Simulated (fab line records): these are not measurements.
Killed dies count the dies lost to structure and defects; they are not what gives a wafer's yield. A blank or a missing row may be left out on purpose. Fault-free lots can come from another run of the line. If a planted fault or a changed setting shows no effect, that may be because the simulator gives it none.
One fault through the eyes of 2 desks || flow sfq_line || numbers are kept per desk, each desk with only its own; the story behind them comes last

## FROM THE METROLOGY DESK
Means of the sampled wafers that have a number, per lot and without regard to the tool the lot ran on: this is what the gauges read. The brackets show how far a lot's mean lies from the usual mean; more than 4 standard deviations puts the lot out of limits, marked OUT.
Columns: A = M4_NB_RS at SFQ_M4_RS_MEAS_924, usual 0.888 ohm/sq; B = M4_OVL at SFQ_M4_OVL_MEAS_926, usual 2 nm
{"lot": "L279", "first seen here": "day 37 14:16", "A": 0.882, "B": 7}
{"lot": "L287", "first seen here": "day 46 13:03", "A": 0.894, "B": 3}
{"lot": "L291", "first seen here": "day 52 06:07", "A": 0.885, "B": -4}
{"lot": "L292", "first seen here": "day 52 12:08", "A": 0.883, "B": 4}
{"lot": "L300", "first seen here": "day 55 04:10", "A": 0.891, "B": -4}
Result from this desk: across the 5 lots, nothing is out of limits.

## TOOL OWNER'S DESK, rie_metal-04
The tool's own readings at SFQ_TRILAYER_M4_ETCH_METAL_ETCH_096 (etches Nb in Cl2/Ar, stops on SiO2, target depth 240 nm, time 120 s): means of the sampled wafers that have a number, for each lot that ran on this tool. The brackets show how far a lot's mean lies from the usual mean; more than 4 standard deviations puts the lot out of limits, marked OUT.
Columns: A = drypump_motor_current_A at SFQ_TRILAYER_M4_ETCH_METAL_ETCH_096, usual 5.8 A; B = oes_product_au at SFQ_TRILAYER_M4_ETCH_METAL_ETCH_096, usual 0.896 a.u.; C = rf_fwd_power_W at SFQ_TRILAYER_M4_ETCH_METAL_ETCH_096, usual 597.3 W
{"lot": "L279", "first seen here": "day 42 12:02", "A": 5.4, "B": 0.899, "C": 596.5}
{"lot": "L287", "first seen here": "day 46 22:58", "A": 5.8, "B": 0.896, "C": 594.9}
{"lot": "L292", "first seen here": "day 52 14:38", "A": 5.4, "B": 0.902, "C": 596.4}
Result from this desk: across the 3 lots, nothing is out of limits.

## TAKEN TOGETHER
At the metrology desk, nothing out of limits was observed.
Nothing out of limits was seen by the tool owner's desk.

## WHAT THE SIMULATOR PUT IN
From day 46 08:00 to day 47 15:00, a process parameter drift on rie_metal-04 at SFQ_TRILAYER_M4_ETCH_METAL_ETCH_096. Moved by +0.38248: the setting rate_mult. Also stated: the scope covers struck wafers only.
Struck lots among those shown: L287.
